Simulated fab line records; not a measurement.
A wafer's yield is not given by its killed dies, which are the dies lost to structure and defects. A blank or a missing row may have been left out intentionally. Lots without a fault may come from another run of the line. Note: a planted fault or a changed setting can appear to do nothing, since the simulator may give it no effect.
Which tool was responsible?	flow sky130	12 lots with 36 wafers sampled at 5 steps, on a route of 708 steps

== WHAT EACH GAUGE READ, for each wafer ==
Not one reading of a measure or inspect step in the record can be checked against a usual standard deviation.

== TOOL THAT RAN EACH LOT (tool first, then ch and the chambers of the sampled wafers, then the start) ==
lot	SKY_METAL3_METAL_ETCH_18	SKY_VIA3_CVD_21	SKY_VIA4_ETCH_12	SKY_METAL5_DESCUM_14	SKY_PAD_OPEN_PROBE_99
L501	rie-metal-02 ch 1, day 39 05:40	cvd-w-02 ch 0,1, day 40 08:25	rie-diel-02 ch 1,2,3, day 43 10:10	rie-metal-04 ch 0,1, day 44 09:46	-
L502	rie-metal-03 ch 1, day 39 06:09	cvd-w-01 ch 0,1, day 40 09:01	rie-diel-01 ch 2,3, day 43 11:04	rie-metal-03 ch 0,1, day 44 10:55	-
L503	rie-metal-02 ch 0, day 40 04:20	cvd-w-01 ch 0,1, day 41 06:29	rie-diel-01 ch 0,3, day 44 04:52	rie-metal-01 ch 0,1, day 45 03:34	-
L504	rie-metal-02 ch 0,1, day 40 05:41	cvd-w-01 ch 0,1, day 41 08:20	rie-diel-03 ch 0,2, day 44 06:52	rie-metal-01 ch 0,1, day 45 05:47	-
L506	rie-metal-03 ch 0,1, day 40 14:40	cvd-w-01 ch 0,1, day 41 16:29	rie-diel-03 ch 0,1,3, day 44 15:25	rie-metal-01 ch 0,1, day 45 12:34	-
L510	rie-metal-01 ch 0,1, day 41 03:38	cvd-w-01 ch 0,1, day 42 06:09	rie-diel-02 ch 0,1,3, day 45 02:37	rie-metal-03 ch 0,1, day 46 01:08	prober-01, day 47 22:03
L512	rie-metal-03 ch 0,1, day 42 03:44	cvd-w-01 ch 0,1, day 43 04:56	rie-diel-03 ch 2,3, day 46 00:13	rie-metal-01 ch 0,1, day 46 22:31	prober-02, day 48 16:20
L514	rie-metal-03 ch 0,1, day 42 05:50	cvd-w-02 ch 0,1, day 43 07:08	rie-diel-03 ch 0,1,2, day 46 03:19	rie-metal-03 ch 0,1, day 47 01:16	prober-01, day 48 19:35
L516	rie-metal-03 ch 0,1, day 43 16:43	cvd-w-02 ch 0,1, day 44 17:17	rie-diel-02 ch 0,1,3, day 47 11:37	rie-metal-04 ch 0,1, day 48 08:13	prober-01, day 49 23:08
L518	rie-metal-02 ch 0,1, day 43 17:01	cvd-w-02 ch 0,1, day 44 18:01	rie-diel-02 ch 1,2,3, day 47 12:37	rie-metal-04 ch 0,1, day 48 09:17	-
L517	rie-metal-01 ch 0,1, day 43 17:11	cvd-w-02 ch 0,1, day 44 18:16	rie-diel-03 ch 0,3, day 47 12:55	rie-metal-03 ch 0,1, day 48 09:19	-
L520	rie-metal-01 ch 0,1, day 44 01:59	cvd-w-02 ch 0, day 45 02:20	rie-diel-02 ch 2,3, day 47 21:01	rie-metal-03 ch 0, day 48 16:46	-
- SKY_METAL3_METAL_ETCH_18: etches the open film in Cl2/BCl3, stops on SiO2, target depth 845 nm, time 183.1 s.
- SKY_VIA3_CVD_21: deposits W, target thk 390 nm, time 117.31 s.
- SKY_VIA4_ETCH_12: etches SiO2 in C4F8/O2/Ar, stops on TiN, target depth 580 nm.
- SKY_METAL5_DESCUM_14: chemistry O2, time 11 s.
- SKY_PAD_OPEN_PROBE_99

== WHAT THE TOOLS THEMSELVES READ (means of the sampled wafers that have a number; where no wafer has one, the mark that the record gives instead) ==
SKY_METAL3_METAL_ETCH_18. Usual: drypump-motor-current-A 5.5 A, standard deviation 0.62; mfc-cl2-sccm 60.01 sccm, standard deviation 0.18; oes-product-au 0.866 a.u., standard deviation 0.0057; throttle-valve-pct 22.265 %, standard deviation 0.0088.
lot	tool	drypump-motor-current-A (A)	mfc-cl2-sccm (sccm)	oes-product-au (a.u.)	throttle-valve-pct (%)	flag
L501	rie-metal-02	6.0	60.08	0.865	22.256	
L502	rie-metal-03	5.9	59.93	0.864	22.263	
L503	rie-metal-02	4.8	59.69	0.870	22.265	
L504	rie-metal-02	5.1	59.95	0.870	22.256	
L506	rie-metal-03	6.2	60.12	0.867	22.265	
L510	rie-metal-01	4.9	59.94	0.864	22.260	
L512	rie-metal-03	6.1	60.11	0.863	22.257	
L514	rie-metal-03	6.3	60.08	0.868	22.264	
L516	rie-metal-03	6.3	60.07	0.873	22.257	
L518	rie-metal-02	5.5	59.92	0.865	22.270	
L517	rie-metal-01	5.0	60.15	0.868	22.272	
L520	rie-metal-01	5.0	59.89	0.863	22.273	

SKY_VIA3_CVD_21. Usual: heater-power-w at 925 W, with a standard deviation of 130.
lot	tool	heater-power-w (W)	flag
L501	cvd-w-02	1047	
L502	cvd-w-01	815	
L503	cvd-w-01	814	
L504	cvd-w-01	831	
L506	cvd-w-01	821	
L510	cvd-w-01	820	
L512	cvd-w-01	813	
L514	cvd-w-02	1046	
L516	cvd-w-02	983	
L518	cvd-w-02	989	
L517	cvd-w-02	1040	
L520	cvd-w-02	1113	

SKY_VIA4_ETCH_12. Usual: oes-product-au at 0.926 a.u., with a standard deviation of 0.0048.
lot	tool	oes-product-au (a.u.)	flag
L501	rie-diel-02	0.930	
L502	rie-diel-01	0.928	
L503	rie-diel-01	0.924	
L504	rie-diel-03	0.925	
L506	rie-diel-03	0.925	
L510	rie-diel-02	0.930	
L512	rie-diel-03	0.923	
L514	rie-diel-03	0.922	
L516	rie-diel-02	0.923	
L518	rie-diel-02	0.924	
L517	rie-diel-03	0.925	
L520	rie-diel-02	0.925	

SKY_METAL5_DESCUM_14. Usual: drypump-motor-current-A 5.6 A, standard deviation 0.52; oes-product-au 1.003 a.u., standard deviation 0.012.
lot	tool	drypump-motor-current-A (A)	oes-product-au (a.u.)	flag
L501	rie-metal-04	5.6	1.016	
L502	rie-metal-03	6.3	0.994	
L503	rie-metal-01	5.0	0.995	
L504	rie-metal-01	5.0	0.991	
L506	rie-metal-01	5.0	0.989	
L510	rie-metal-03	6.1	1.003	
L512	rie-metal-01	4.9	1.004	
L514	rie-metal-03	6.2	0.998	
L516	rie-metal-04	5.5	1.008	
L518	rie-metal-04	5.6	1.019	
L517	rie-metal-03	6.2	1.004	
L520	rie-metal-03	6.5	0.985	

SKY_PAD_OPEN_PROBE_99. Usual: defect-limited-yield 82.3 %, standard deviation 1.9; killed_at_M0_to_M3 44, standard deviation 7.3; killed_at_M4_up 3.4, standard deviation 1.7; killed-at-contacts 24, standard deviation 5.3; killed-at-front-end 15, standard deviation 4.1; killed-at-other 0.4, standard deviation 0.68; killed-dies 87, standard deviation 9.5; killed-open 48, standard deviation 7.1; killed-short 39, standard deviation 5.8; sort_bin_3_pad_short 0.8 %, standard deviation 0.39; sort_bin_5_function 10.4 %, standard deviation 1.4; sort_bin_6_memory 6.5 %, standard deviation 1.1; sort-n-pass 405, standard deviation 9.5; sort-yield-pct 82.3 %, standard deviation 1.9.
lot	tool	defect-limited-yield (%)	killed_at_M0_to_M3	killed_at_M4_up	killed-at-contacts	killed-at-front-end	killed-at-other	killed-dies	killed-open	killed-short	sort_bin_3_pad_short (%)	sort_bin_5_function (%)	sort_bin_6_memory (%)	sort-n-pass	sort-yield-pct (%)	flag
L510	prober-01	82.7	39	3.7	28	14	0.3	85	44	41	1.0	9.8	6.5	407	82.7	
L512	prober-02	83.9	41	4.0	19	15	0.7	79	40	38	0.8	9.0	6.2	413	83.9	
L514	prober-01	75.1	80	3.3	26	13	0.0	123	41	40	2.2	16.1	6.6	369	75.1	OFF
L516	prober-01	73.4	88	4.0	25	14	0.0	131	47	39	2.1	17.4	7.0	361	73.4	OFF

== THE ANSWER, worked out from the rows above alone ==
Rule: a lot is off if the mean of its wafers that have a number lies more than 3 standard deviations from the usual mean. A lot without any number at a reading at which 4 lots or more have one is off too. The other lots that the step has rows for count as sound. The gauges are gone through in route order, then the tools' own readings, and for those a lot's mean is taken as printed above. The first step at which some lot is off is used, and at that step the reading that is off furthest; a lot without a number counts as furthest.
Off, at SKY_PAD_OPEN_PROBE_99 on killed_at_M0_to_M3: L514, L516. Neither off nor sound, because the step has no rows for them: L501, L502, L503, L504, L506, L518, L517, L520.
A tool fits if, at that step or a process step before it, it ran every lot that is off, and no sound lot after the first of them. Can't be told from this: 3 tools fit, rie-metal-03 at SKY_METAL3_METAL_ETCH_18, cvd-w-02 at SKY_VIA3_CVD_21, prober-01 at SKY_PAD_OPEN_PROBE_99.

== WHAT WAS PUT IN BY THE SIMULATOR ==
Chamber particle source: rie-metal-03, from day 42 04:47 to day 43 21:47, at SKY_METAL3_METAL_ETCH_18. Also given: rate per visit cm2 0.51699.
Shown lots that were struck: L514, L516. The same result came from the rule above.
